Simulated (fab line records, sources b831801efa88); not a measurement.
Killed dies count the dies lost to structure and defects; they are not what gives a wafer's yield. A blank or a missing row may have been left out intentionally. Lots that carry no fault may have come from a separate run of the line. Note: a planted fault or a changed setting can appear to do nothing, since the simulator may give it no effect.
fab line records	flow gf180mcu
[record] lots = 5	wafers = 23
route steps=602 shown M1@331 V1@337 M2@365 V2@405 M3@413 V3@429
start_h: the number of hours between the record's first day and the start of the first shown wafer of the lot	wait_h: hours elapsed since this lot's preceding step	" as in the row above	L1.1+2: one row covering several wafers at once	- value missing, or start not given	* or withheld: withheld	< > ~ a bound
route shown NAME@n: NAME is a module with steps in the file, n the number in the route of the first one	usual: mean and standard deviation over wafers with no fault	same: alike in all rows	chamber/n: place in a boat	sites: the reading at each site	_std_site: standard deviation of those values	_edge_site: mean of outer sites minus mean of inner sites	radius_mm: for every site, how far away it sits from the centre of the wafer	mask NAME#n: copy n	behind: the tool/chamber that last shaped the wafer	hold: the reason the lot was held/the length of the hold in hours/how it ended	device: names the non-switching transistor (n, p or np)	end of line: tests run on the same wafers once the route is complete	where a step has no rows: the recipe by itself	killed: dies that structure and defects cost at the first sort, which is not the same as the wafer's yield	map: the dies of a wafer, with x for killed, . for not killed, _ for no die there
set.NAME: the setting as run; set.NAME@STEP: as run at that earlier step	model.NAME: the simulator's own value behind a step, which no gauge read
lots whose settings were changed on purpose; a table a step, a row a wafer
[[steps]]
[step GF_M1_METAL_ETCH_16]
[recipe] chemistry = Cl2/BCl3	mask_material = KrF	target_depth_nm = 627.5	stop_on = SiO2	pressure_mtorr = 8	icp_w = 800	bias_w = 140	Cl2_flow_sccm = 80	bcl3_flow_sccm = 40	time_s = 104.6
lot.wafer	tool	chamber	start_h	wait_h	set.time_s
L076.1+5	rie_metal-02	1,0	411.12	0.0	104.6
L076.2+3+6	"	0,0,1	"	"	89.29
L078.1+3+4	rie_metal-04	1,1,0	429.64	0.0	92.38
L078.2+6	"	0,1	"	"	104.6
L081.1+2+3	rie_metal-02	0,1,0	448.01	0.0	118.6
L081.4+6	"	1,0	"	"	104.6
L080.1+3+5	rie_metal-04	1	450.44	0.0	104.6
L085.1+5	rie_metal-03	0	490.42	0.0	89.03
L085.2+3+6	"	1,0,1	"	"	104.6
[step GF_M1_STRIP_17]
[recipe] chemistry = O2/N2	power_w = 1400	pressure_mtorr = 1500	platen_temp_c = 250	o2_flow_sccm = 3000	n2_flow_sccm = 300	overash_fraction = 0.5
[usual] strip_time_to_endpoint_s = 7.95/0.039
lot.wafer	tool	chamber	start_h	wait_h	set.time_s@M1_METAL_ETCH_16	strip_time_to_endpoint_s
L076.1	plasma_asher-02	1	411.24	0.1	104.6	7.94
L076.2	"	0	"	"	89.29	8.23
L076.3	"	0	"	"	89.29	8.24
L076.5	"	1	"	"	104.6	7.89
L076.6	"	0	"	"	89.29	8.26
L078.1	plasma_asher-03	1	429.76	0.1	92.38	8.21
L078.2	"	0	"	"	104.6	7.92
L078.3	"	1	"	"	92.38	8.21
L078.4	"	0	"	"	92.38	8.21
L078.6	"	1	"	"	104.6	7.86
L081.1	plasma_asher-02	0	448.12	0.1	118.6	7.62
L081.2	"	1	"	"	118.6	7.63
L081.3	"	1	"	"	118.6	7.59
L081.4	"	0	"	"	104.6	7.97
L081.6	"	1	"	"	104.6	7.91
L080.1	plasma_asher-02	1	450.56	0.1	104.6	7.96
L080.3	"	0	"	"	104.6	7.92
L080.5	"	0	"	"	104.6	7.96
L085.1	plasma_asher-02	1	490.53	0.1	89.03	8.35
L085.2	"	0	"	"	104.6	7.92
L085.3	"	1	"	"	104.6	8.00
L085.5	"	0	"	"	89.03	8.33
L085.6	"	1	"	"	104.6	7.88
[step GF_V1_CVD_02]
[recipe] material = SiO2	target_thk_nm = 850	precursor = TEOS	temp_c = 400	time_s = 94.851	rf_w = 600
lot.wafer	tool	chamber	start_h	wait_h	set.time_s	model.SiO2_of_V1_CVD_02.thk_nm
L076.1	pecvd-02	0	411.90	0.1	103.2	921.5
L076.2	"	2	"	"	94.851	841
L076.3	"	1	"	"	94.851	851.8
L076.5	"	0	"	"	94.851	859.4
L076.6	"	1	"	"	103.2	931.8
L078.1	pecvd-02	2	430.42	0.1	94.851	844.3
L078.2	"	1	"	"	94.851	846.7
L078.3	"	0	"	"	94.851	835.8
L078.4	"	1	"	"	94.851	864.5
L078.6	"	2	"	"	94.851	846
L081.1	pecvd-03	1	448.79	0.1	94.851	833.7
L081.2	"	2	"	"	108.7	974.6
L081.3	"	0	"	"	108.7	967.9
L081.4	"	1	"	"	108.7	976.2
L081.6	"	0	"	"	94.851	856.4
L080.1	pecvd-01	2	451.22	0.1	94.851	835.8
L080.3	"	0	"	"	94.851	846.2
L080.5	"	2	"	"	94.851	858.9
L085.1	pecvd-03	0	491.24	0.1	107.5	960.9
L085.2	"	2	"	"	94.851	843.7
L085.3	"	1	"	"	107.5	962.4
L085.5	"	0	"	"	107.5	968.1
L085.6	"	2	"	"	94.851	852.7
[step GF_V1_THK_MEAS_03]
[recipe] reads = SiO2_of_V1_CVD_02
[usual] V1_CVD_02_THK = 847/9.8
lot.wafer	tool	chamber	start_h	wait_h	set.time_s@V1_CVD_02	V1_CVD_02_THK[nm]
L076.1	film_metro-03	-	411.97	0.0	103.2	922
L076.2	"	-	"	"	94.851	841
L076.3	"	-	"	"	94.851	852
L076.5	"	-	"	"	94.851	859
L076.6	"	-	"	"	103.2	931
L078.1	film_metro-01	-	430.49	0.0	94.851	845
L078.2	"	-	"	"	94.851	846
L078.3	"	-	"	"	94.851	836
L078.4	"	-	"	"	94.851	864
L078.6	"	-	"	"	94.851	846
L081.1	film_metro-04	-	448.85	0.0	94.851	835
L081.2	"	-	"	"	108.7	974
L081.3	"	-	"	"	108.7	968
L081.4	"	-	"	"	108.7	977
L081.6	"	-	"	"	94.851	856
L080.1	film_metro-03	-	451.29	0.0	94.851	836
L080.3	"	-	"	"	94.851	846
L080.5	"	-	"	"	94.851	859
L085.1	film_metro-03	-	491.31	0.0	107.5	961
L085.2	"	-	"	"	94.851	844
L085.3	"	-	"	"	107.5	963
L085.5	"	-	"	"	107.5	968
L085.6	"	-	"	"	94.851	853
[step GF_V1_CMP_04]
[recipe] material = SiO2	down_force_psi = 4	platen_rpm = 60	pad_velocity_m_s = 0.94248
[usual] time_to_endpoint_s = 79/4.4
lot.wafer	tool	chamber	start_h	wait_h	set.time_s@V1_CVD_02	time_to_endpoint_s
L076.1	cmp-01	0	412.08	0.1	103.2	109
L076.3	"	1	"	"	94.851	80
L076.2	"	2	"	"	94.851	75
L076.5	"	3	"	"	94.851	85
L076.6	"	0	"	"	103.2	113
L078.3	cmp-02	1	430.63	0.1	94.851	74
L078.4	"	2	"	"	94.851	86
L078.1	"	3	"	"	94.851	75
L078.2	"	0	"	"	94.851	74
L078.6	"	2	"	"	94.851	76
L081.4	cmp-01	2	448.91	0.0	108.7	126
L081.1	"	3	"	"	94.851	69
L081.3	"	0	"	"	108.7	124
L081.2	"	1	"	"	108.7	122
L081.6	"	2	"	"	94.851	81
L080.3	cmp-02	1	451.35	0.0	94.851	83
L080.1	"	3	"	"	94.851	76
L080.5	"	1	"	"	94.851	88
L085.1	cmp-02	3	491.37	0.1	107.5	119
L085.2	"	1	"	"	94.851	79
L085.3	"	2	"	"	107.5	126
L085.5	"	3	"	"	107.5	125
L085.6	"	0	"	"	94.851	83
[step GF_M2_SPUTTER_03]
[recipe] material = Ti	target_thk_nm = 10	substrate_temp_c = 300	chamber_pressure_pa = 0.3	power_w = 3000	time_s = 6.7
lot.wafer	tool	chamber	start_h	wait_h	set.power_w	model.Ti_of_M2_SPUTTER_03.thk_nm
L076.1	pvd_sputter-04	-	438.10	0.0	3000	10.01
L076.2	"	-	"	"	3000	10.02
L076.3	"	-	"	"	3112	10.4
L076.5	"	-	"	"	3000	9.912
L076.6	"	-	"	"	3112	10.36
L078.1	pvd_sputter-04	-	457.87	0.0	3000	9.99
L078.2	"	-	"	"	2895	9.7
L078.3	"	-	"	"	2895	9.702
L078.4	"	-	"	"	2895	9.648
L078.6	"	-	"	"	3000	10.05
L081.1	pvd_sputter-01	-	475.21	0.0	3000	9.892
L081.2	"	-	"	"	2643	8.722
L081.3	"	-	"	"	3000	10.06
L081.4	"	-	"	"	2643	8.697
L081.6	"	-	"	"	2643	8.809
L080.1	pvd_sputter-01	-	477.24	0.0	3000	9.868
L080.3	"	-	"	"	3000	9.97
L080.5	"	-	"	"	3000	9.932
L085.1	pvd_sputter-01	-	516.80	0.0	2897	9.733
L085.2	"	-	"	"	2897	9.677
L085.3	"	-	"	"	3000	9.988
L085.5	"	-	"	"	2897	9.796
L085.6	"	-	"	"	3000	9.877
[step GF_M2_EXPOSE_11]
[recipe] mask_id = Metal2	target_cd_nm = 280	na = 0.68	source_shape = conventional	sigma_outer = 0.6	dose_mj = 28
lot.wafer	tool	chamber	start_h	wait_h	mask	set.dose_mj
L076.1+2+3	krf_scanner-01	0	-	-	Metal2#0	26.09
L076.5+6	"	0	"	"	Metal2#0	28
L078.1+2+3	krf_scanner-02	0	-	-	Metal2#0	28
L078.4+6	"	0	"	"	Metal2#0	26.84
L081.1+2+3+4+6	krf_scanner-01	0	-	-	Metal2#0	28
L080.1+3+5	krf_scanner-02	0	-	-	Metal2#0	28
L085.1+2+3	krf_scanner-02	0	-	-	Metal2#0	25.95
L085.5+6	"	0	"	"	Metal2#0	28
[step GF_M2_PEB_12]
[recipe] peb_temp_c = 135	peb_time_s = 90	resist = KrF
[step GF_M2_DEVELOP_13]
[recipe] develop_time_s = 60	dev_temp_c = 22.2
lot.wafer	tool	chamber	start_h	wait_h	set.dose_mj@M2_EXPOSE_11	model.M2.cd_nm
L076.1	litho_track-01	0	462.82	0.2	26.09	292.4
L076.2	"	0	"	"	26.09	293.1
L076.3	"	0	"	"	26.09	293.8
L076.5	"	0	"	"	28	281.9
L076.6	"	0	"	"	28	283
L078.1	litho_track-01	0	481.32	0.2	28	279.4
L078.2	"	0	"	"	28	279.6
L078.3	"	0	"	"	28	279.2
L078.4	"	0	"	"	26.84	284.8
L078.6	"	0	"	"	26.84	284.9
L081.1	litho_track-03	0	498.80	0.2	28	280.9
L081.2	"	0	"	"	28	281.2
L081.3	"	0	"	"	28	282.2
L081.4	"	0	"	"	28	281
L081.6	"	0	"	"	28	281.8
L080.1	litho_track-04	0	500.92	0.2	28	281.8
L080.3	"	0	"	"	28	280.2
L080.5	"	0	"	"	28	280.3
L085.1	litho_track-01	0	539.97	0.2	25.95	292.2
L085.2	"	0	"	"	25.95	293.3
L085.3	"	0	"	"	25.95	293.1
L085.5	"	0	"	"	28	281.5
L085.6	"	0	"	"	28	282.2
[step GF_M2_CD_MEAS_14]
[recipe] target_cd_nm = 280
[usual] cd_nm = 280.4/1.5
lot.wafer	tool	chamber	start_h	wait_h	set.dose_mj@M2_EXPOSE_11	cd_nm
L076.1	cd_sem-01	-	462.97	0.1	26.09	292.8
L076.2	"	-	"	"	26.09	293.1
L076.3	"	-	"	"	26.09	293.7
L076.5	"	-	"	"	28	281.7
L076.6	"	-	"	"	28	283.3
L078.1	cd_sem-02	-	481.47	0.1	28	279.1
L078.2	"	-	"	"	28	279.5
L078.3	"	-	"	"	28	278.8
L078.4	"	-	"	"	26.84	285.0
L078.6	"	-	"	"	26.84	284.9
L081.1	cd_sem-02	-	498.95	0.1	28	280.9
L081.2	"	-	"	"	28	281.2
L081.3	"	-	"	"	28	282.2
L081.4	"	-	"	"	28	280.8
L081.6	"	-	"	"	28	281.7
L080.1	cd_sem-02	-	501.07	0.1	28	281.6
L080.3	"	-	"	"	28	280.3
L080.5	"	-	"	"	28	280.2
L085.1	cd_sem-01	-	540.12	0.1	25.95	292.4
L085.2	"	-	"	"	25.95	293.2
L085.3	"	-	"	"	25.95	293.2
L085.5	"	-	"	"	28	281.5
L085.6	"	-	"	"	28	282.2
[step GF_V2_CVD_23]
[recipe] material = W	target_thk_nm = 350	time_s = 104.94	temp_c = 400	pressure_torr = 40
lot.wafer	tool	chamber	start_h	wait_h	set.temp_c	model.W_of_V2_CVD_23.thk_nm
L076.1	cvd_w-01	0	489.71	0.0	400	348.4
L076.2	"	1	"	"	411	424.4
L076.3	"	0	"	"	400	348.9
L076.5	"	1	"	"	411	421.8
L076.6	"	0	"	"	411	419.8
L078.1	cvd_w-02	1	507.17	0.0	404.7	379
L078.2	"	0	"	"	400	350.6
L078.3	"	0	"	"	404.7	382.5
L078.4	"	1	"	"	404.7	375.9
L078.6	"	1	"	"	400	346.8
L081.1	cvd_w-02	0	524.68	0.0	404.7	377.9
L081.2	"	1	"	"	400	345.3
L081.3	"	1	"	"	404.7	377.4
L081.4	"	0	"	"	404.7	379.7
L081.6	"	0	"	"	400	349.7
L080.1	cvd_w-02	1	526.67	0.0	400	344.4
L080.3	"	1	"	"	400	343.5
L080.5	"	0	"	"	400	346.9
L085.1	cvd_w-01	1	564.46	0.0	400	343.6
L085.2	"	0	"	"	400	345.6
L085.3	"	1	"	"	407.6	397.6
L085.5	"	1	"	"	407.6	392.1
L085.6	"	0	"	"	400	340.9
[step GF_V2_RS_MEAS_24]
[recipe] thk_meas_gauge = four-point-probe	reads = W_of_V2_CVD_23+TiN_of_V2_SPUTTER_22+Ti_of_V2_SPUTTER_21
[usual] V2_W_RS = 0.329/0.0037
lot.wafer	tool	chamber	start_h	wait_h	set.temp_c@V2_CVD_23	V2_W_RS[ohm/sq]
L076.1	film_metro-04	-	489.82	0.1	400	0.327
L076.2	"	-	"	"	411	0.269
L076.3	"	-	"	"	400	0.328
L076.5	"	-	"	"	411	0.271
L076.6	"	-	"	"	411	0.272
L078.1	film_metro-04	-	507.28	0.1	404.7	0.302
L078.2	"	-	"	"	400	0.327
L078.3	"	-	"	"	404.7	0.299
L078.4	"	-	"	"	404.7	0.304
L078.6	"	-	"	"	400	0.330
L081.1	film_metro-04	-	524.79	0.1	404.7	0.302
L081.2	"	-	"	"	400	0.331
L081.3	"	-	"	"	404.7	0.303
L081.4	"	-	"	"	404.7	0.302
L081.6	"	-	"	"	400	0.327
L080.1	film_metro-04	-	526.78	0.1	400	0.332
L080.3	"	-	"	"	400	0.333
L080.5	"	-	"	"	400	0.330
L085.1	film_metro-04	-	564.58	0.1	400	0.333
L085.2	"	-	"	"	400	0.331
L085.3	"	-	"	"	407.6	0.287
L085.5	"	-	"	"	407.6	0.292
L085.6	"	-	"	"	400	0.335
[step GF_V2_THK_MEAS_25]
[recipe] thk_meas_gauge = xrf	reads = W_of_V2_CVD_23
[usual] V2_W_THK = 344/5.6
lot.wafer	tool	chamber	start_h	wait_h	set.temp_c@V2_CVD_23	V2_W_THK[nm]
L076.1	film_metro-04	-	489.94	0.1	400	342
L076.2	"	-	"	"	411	418
L076.3	"	-	"	"	400	343
L076.5	"	-	"	"	411	416
L076.6	"	-	"	"	411	410
L078.1	film_metro-04	-	507.40	0.1	404.7	376
L078.2	"	-	"	"	400	347
L078.3	"	-	"	"	404.7	380
L078.4	"	-	"	"	404.7	374
L078.6	"	-	"	"	400	345
L081.1	film_metro-04	-	524.91	0.1	404.7	375
L081.2	"	-	"	"	400	342
L081.3	"	-	"	"	404.7	374
L081.4	"	-	"	"	404.7	375
L081.6	"	-	"	"	400	347
L080.1	film_metro-04	-	526.90	0.1	400	345
L080.3	"	-	"	"	400	341
L080.5	"	-	"	"	400	344
L085.1	film_metro-04	-	564.70	0.1	400	335
L085.2	"	-	"	"	400	339
L085.3	"	-	"	"	407.6	387
L085.5	"	-	"	"	407.6	384
L085.6	"	-	"	"	400	334
[step GF_V2_CMP_26]
[recipe] stop_on = SiO2	down_force_psi = 3.5	platen_rpm = 60	t_overpolish_s = 15	target_thk_nm = 0	pad_velocity_m_s = 0.94248
[usual] time_to_endpoint_s = 82.8/2.4
lot.wafer	tool	chamber	start_h	wait_h	set.temp_c@V2_CVD_23	time_to_endpoint_s
L076.3	cmp-01	0	490.00	0.0	400	85.6
L076.2	"	1	"	"	411	100.9
L076.1	"	3	"	"	400	85.4
L076.6	"	0	"	"	411	100.5
L076.5	"	1	"	"	411	99.6
L078.1	cmp-01	2	507.46	0.1	404.7	88.2
L078.2	"	3	"	"	400	80.4
L078.4	"	0	"	"	404.7	87.1
L078.3	"	1	"	"	404.7	88.9
L078.6	"	2	"	"	400	80.9
L081.4	cmp-02	0	524.97	0.0	404.7	85.2
L081.3	"	1	"	"	404.7	91.3
L081.2	"	2	"	"	400	77.9
L081.1	"	3	"	"	404.7	88.4
L081.6	"	0	"	"	400	81.1
L080.3	cmp-02	3	526.96	0.0	400	77.6
L080.1	"	2	"	"	400	81.6
L080.5	"	3	"	"	400	82.2
L085.3	cmp-01	3	564.76	0.0	407.6	96.6
L085.1	"	1	"	"	400	82.9
L085.2	"	2	"	"	400	83.6
L085.6	"	3	"	"	400	79.3
L085.5	"	0	"	"	407.6	95.1
[step GF_M3_SPUTTER_04]
[recipe] material = TiN	target_thk_nm = 50	power_w = 6500	time_s = 41.7	chamber_pressure_pa = 0.4
lot.wafer	tool	chamber	start_h	wait_h	set.time_s	model.TiN_of_M3_SPUTTER_04.thk_nm
L076.1	pvd_sputter-02	-	490.48	0.0	45.53	54.98
L076.2	"	-	"	"	45.53	54.63
L076.3	"	-	"	"	41.7	49.63
L076.5	"	-	"	"	45.53	55.22
L076.6	"	-	"	"	41.7	49.4
L078.1	pvd_sputter-02	-	507.94	0.0	41.7	49.38
L078.2	"	-	"	"	41.7	50.39
L078.3	"	-	"	"	41.7	50.1
L078.4	"	-	"	"	41.7	50.4
L078.6	"	-	"	"	41.7	49.46
L081.1	pvd_sputter-04	-	525.45	0.0	46.62	56.51
L081.2	"	-	"	"	46.62	55.57
L081.3	"	-	"	"	41.7	50.01
L081.4	"	-	"	"	41.7	50.35
L081.6	"	-	"	"	41.7	49.97
L080.1	pvd_sputter-04	-	527.44	0.0	41.7	50.06
L080.3	"	-	"	"	41.7	50.13
L080.5	"	-	"	"	41.7	50.39
L085.1	pvd_sputter-01	-	565.24	0.0	41.7	50.23
L085.2	"	-	"	"	44.98	53.61
L085.3	"	-	"	"	41.7	50.31
L085.5	"	-	"	"	44.98	54.28
L085.6	"	-	"	"	44.98	53.65
[step GF_M3_PEB_12]
[recipe] peb_temp_c = 135	peb_time_s = 90	resist = KrF
lot.wafer	tool	chamber	start_h	wait_h	set.peb_time_s
L076.1+5+6	litho_track-04	0	-	-	90
L076.2+3	"	0	"	"	83.24
L078.1+3	litho_track-02	0	-	-	90
L078.2+4+6	"	0	"	"	100.3
L081.1+6	litho_track-02	0	-	-	99.9
L081.2+3+4	"	0	"	"	90
L080.1+3+5	litho_track-02	0	-	-	90
L085.1+6	litho_track-03	0	-	-	79.83
L085.2+3+5	"	0	"	"	90
[step GF_M3_DEVELOP_13]
[recipe] develop_time_s = 60	dev_temp_c = 21
[step GF_M3_CD_MEAS_14]
[recipe] target_cd_nm = 280
[usual] cd_nm = 280.3/1.1
lot.wafer	tool	chamber	start_h	wait_h	set.peb_time_s@M3_PEB_12	cd_nm
L076.1	cd_sem-02	-	514.12	0.1	90	280.9
L076.2	"	-	"	"	83.24	282.1
L076.3	"	-	"	"	83.24	282.4
L076.5	"	-	"	"	90	280.1
L076.6	"	-	"	"	90	280.4
L078.1	cd_sem-02	-	531.29	0.1	90	279.9
L078.2	"	-	"	"	100.3	278.0
L078.3	"	-	"	"	90	280.8
L078.4	"	-	"	"	100.3	279.2
L078.6	"	-	"	"	100.3	278.5
L081.1	cd_sem-02	-	548.19	0.1	99.9	280.5
L081.2	"	-	"	"	90	282.8
L081.3	"	-	"	"	90	281.9
L081.4	"	-	"	"	90	283.0
L081.6	"	-	"	"	99.9	280.8
L080.1	cd_sem-02	-	549.64	0.1	90	279.2
L080.3	"	-	"	"	90	279.5
L080.5	"	-	"	"	90	279.0
L085.1	cd_sem-02	-	586.90	0.1	79.83	283.8
L085.2	"	-	"	"	90	282.1
L085.3	"	-	"	"	90	282.1
L085.5	"	-	"	"	90	280.3
L085.6	"	-	"	"	79.83	283.8
[step GF_V3_CVD_00]
[recipe] material = SiO2	target_thk_nm = 600	sigma_open_frac = 0.3	temp_c = 400	time_s = 100	sih4_flow_sccm = 60	pressure_mtorr = 6
lot.wafer	tool	chamber	start_h	wait_h	set.sih4_flow_sccm	model.SiO2_of_V3_CVD_00.thk_nm
L076.1	hdpcvd-01	2	514.92	0.0	60	592.5
L076.2	"	1	"	"	60	597.7
L076.3	"	0	"	"	60	605.3
L076.5	"	0	"	"	60	603.4
L076.6	"	2	"	"	60	591.6
L078.1	hdpcvd-01	2	532.09	0.0	60	590.2
L078.2	"	1	"	"	60	593.8
L078.3	"	2	"	"	60	592.9
L078.4	"	1	"	"	60	598
L078.6	"	2	"	"	60	594.5
L081.1	hdpcvd-01	2	549.26	0.0	56.41	563.4
L081.2	"	1	"	"	56.41	555.2
L081.3	"	0	"	"	60	607
L081.4	"	0	"	"	56.41	573.2
L081.6	"	1	"	"	60	596.6
L080.1	hdpcvd-01	1	550.78	0.0	60	606
L080.3	"	0	"	"	60	610.3
L080.5	"	1	"	"	60	604.2
L085.1	hdpcvd-01	0	587.70	0.0	64.92	666
L085.2	"	1	"	"	60	607.8
L085.3	"	2	"	"	64.92	647.1
L085.5	"	2	"	"	60	607.9
L085.6	"	1	"	"	64.92	659.9
[step GF_V3_THK_MEAS_01]
[recipe] reads = SiO2_of_V3_CVD_00
[usual] V3_CVD_00_THK = 600/7.2
lot.wafer	tool	chamber	start_h	wait_h	set.sih4_flow_sccm@V3_CVD_00	V3_CVD_00_THK[nm]
L076.1	film_metro-03	-	514.99	0.0	60	593
L076.2	"	-	"	"	60	598
L076.3	"	-	"	"	60	606
L076.5	"	-	"	"	60	603
L076.6	"	-	"	"	60	591
L078.1	film_metro-03	-	532.20	0.1	60	590
L078.2	"	-	"	"	60	593
L078.3	"	-	"	"	60	593
L078.4	"	-	"	"	60	598
L078.6	"	-	"	"	60	594
L081.1	film_metro-03	-	549.34	0.0	56.41	563
L081.2	"	-	"	"	56.41	555
L081.3	"	-	"	"	60	607
L081.4	"	-	"	"	56.41	573
L081.6	"	-	"	"	60	597
L080.1	film_metro-03	-	550.85	0.0	60	606
L080.3	"	-	"	"	60	610
L080.5	"	-	"	"	60	604
L085.1	film_metro-03	-	587.77	0.0	64.92	666
L085.2	"	-	"	"	60	608
L085.3	"	-	"	"	64.92	647
L085.5	"	-	"	"	60	608
L085.6	"	-	"	"	64.92	660
[step GF_V3_COAT_09]
[recipe] resist = KrF	spin_rpm = withheld	resist_thk_nm = 1000
lot.wafer	tool	chamber	start_h	wait_h	set.resist_thk_nm	model.KrF_of_V3_COAT_09.thk_nm
L076.1	litho_track-02	0	-	-	1000	998.9
L076.2	"	0	"	"	1042	1043
L076.3	"	0	"	"	1000	1000
L076.5	"	0	"	"	1042	1041
L076.6	"	0	"	"	1000	999.8
L078.1+2+3	litho_track-04	0	-	-	1000	1003
L078.4	"	0	"	"	1000	1004
L078.6	"	0	"	"	1000	1001
L081.1	litho_track-01	0	-	-	959.4	957.3
L081.2+4	"	0	"	"	1000	1002
L081.3	"	0	"	"	959.4	961.7
L081.6	"	0	"	"	1000	1003
L080.1	litho_track-02	0	-	-	1000	1003
L080.3	"	0	"	"	1000	1005
L080.5	"	0	"	"	1000	1009
L085.1+5	litho_track-04	0	-	-	1000	1002
L085.2+6	"	0	"	"	1000	1003
L085.3	"	0	"	"	1000	1004
[[key]]
[split] step = GF_M1_METAL_ETCH_16	setting = time_s	stated = 104.6	by = wafer
[response] step = GF_M1_STRIP_17	reading = strip_time_to_endpoint_s	change = *	per = 1%	r = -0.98
[split] step = GF_V1_CVD_02	setting = time_s	stated = 94.851	by = wafer
[response] step = GF_V1_CVD_02	reading = model.SiO2_of_V1_CVD_02.thk_nm	change = +8.7	per = 1%	r = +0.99
[response] step = GF_V1_THK_MEAS_03	reading = V1_CVD_02_THK	change = +8.69	per = 1%	r = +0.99
[response] step = GF_V1_CMP_04	reading = time_to_endpoint_s	change = *	per = 1%	r = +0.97
[split] step = GF_M2_SPUTTER_03	setting = power_w	stated = 3000	by = wafer
[response] step = GF_M2_SPUTTER_03	reading = model.Ti_of_M2_SPUTTER_03.thk_nm	change = +0.1	per = 1%	r = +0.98
[split] step = GF_M2_EXPOSE_11	setting = dose_mj	stated = 28	by = wafer
[response] step = GF_M2_DEVELOP_13	reading = model.M2.cd_nm	change = -1.5	per = 1%	r = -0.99
[response] step = GF_M2_CD_MEAS_14	reading = cd_nm	change = -1.52	per = 1%	r = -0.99
[split] step = GF_V2_CVD_23	setting = temp_c	stated = 400	by = wafer
[response] step = GF_V2_CVD_23	reading = model.W_of_V2_CVD_23.thk_nm	change = +26.7	per = 1%	r = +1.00
[response] step = GF_V2_RS_MEAS_24	reading = V2_W_RS	change = -0.0218	per = 1%	r = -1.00
[response] step = GF_V2_THK_MEAS_25	reading = V2_W_THK	change = +26.2	per = 1%	r = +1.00
[response] step = GF_V2_CMP_26	reading = time_to_endpoint_s	change = *	per = 1%	r = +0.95
[split] step = GF_M3_SPUTTER_04	setting = time_s	stated = 41.7	by = wafer
[response] step = GF_M3_SPUTTER_04	reading = model.TiN_of_M3_SPUTTER_04.thk_nm	change = +0.518	per = 1%	r = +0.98
[split] step = GF_M3_PEB_12	setting = peb_time_s	stated = 90	by = wafer
[response] step = GF_M3_CD_MEAS_14	reading = cd_nm	change = -0.186	per = 1%	r = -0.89
[split] step = GF_V3_CVD_00	setting = sih4_flow_sccm	stated = 60	by = wafer
[response] step = GF_V3_CVD_00	reading = model.SiO2_of_V3_CVD_00.thk_nm	change = +6.16	per = 1%	r = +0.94
[response] step = GF_V3_THK_MEAS_01	reading = V3_CVD_00_THK	change = +6.2	per = 1%	r = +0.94
[split] step = GF_V3_COAT_09	setting = resist_thk_nm	stated = 1000	by = wafer
[response] step = GF_V3_COAT_09	reading = model.KrF_of_V3_COAT_09.thk_nm	change = +10.3	per = 1%	r = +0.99
